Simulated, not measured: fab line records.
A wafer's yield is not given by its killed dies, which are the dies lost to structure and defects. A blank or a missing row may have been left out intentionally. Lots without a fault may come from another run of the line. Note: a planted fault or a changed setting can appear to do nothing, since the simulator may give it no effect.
One fault through the eyes of 2 desks ; flow sky130 ; numbers are kept per desk, each desk with only its own; the story behind them comes last

== FOR THE TOOL OWNER'S DESK: implanter-04 ==
The tool's own readings at SKY_LDD_N_IMPLANT_14, given as means over the sampled wafers that have a number, one for each lot that went through this tool. If a lot's mean is further than 4 standard deviations from the usual mean, the lot is out of limits and carries the mark OUT (the distance appears in the brackets).
Columns: A = dose ions cm2 at SKY_LDD_N_IMPLANT_14, usual 5.001e+12; B = faraday current uA at SKY_LDD_N_IMPLANT_14, usual 28.2
lot;first seen here;A;B
L960;day 18 05:22;4.992e+12;27.6
L973;day 22 20:14;7.440e+12 (+99 or more) OUT;41.6 (+24) OUT
L974;day 23 07:34;7.438e+12 (+99 or more) OUT;41.9 (+25) OUT
This desk finds L973, L974 out of limits, L973 being first, at day 22 20:14 (dose ions cm2 at SKY_LDD_N_IMPLANT_14). Within limits: L960.

== METROLOGY DESK ==
Means of the sampled wafers that have a number, per lot and without regard to the tool the lot ran on: this is what the gauges read. If a lot's mean is further than 4 standard deviations from the usual mean, the lot is out of limits and carries the mark OUT (the distance appears in the brackets).
Columns: A = LDD_N_OVL at SKY_LDD_N_OVL_MEAS_07, usual 0.5 nm
lot;first seen here;A
L960;day 18 04:26;2.3
L964;day 19 18:11;0.6
L973;day 22 19:17;-1.5
L974;day 23 06:38;0.6
L978;day 24 16:41;0.0
L979;day 25 00:27;-1.4
This desk found nothing out of limits on any of the 6 lots.

== PUT TOGETHER ==
At day 22 20:14, on L973, L974, the tool owner's desk was in a position to raise an alarm.
At the metrology desk, nothing out of limits was observed.
The metrology desk has L973, L974 on record, within its limits.
On implanter-04, each named lot ran SKY_LDD_N_IMPLANT_14.

== WHAT THE SIMULATOR PUT IN ==
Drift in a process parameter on implanter-04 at SKY_LDD_N_IMPLANT_14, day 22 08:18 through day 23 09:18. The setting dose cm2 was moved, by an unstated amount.
Shown lots that were struck: L973, L974.
Hours from the fault's start to each desk's first reading out of limits: the tool owner's desk, 12.
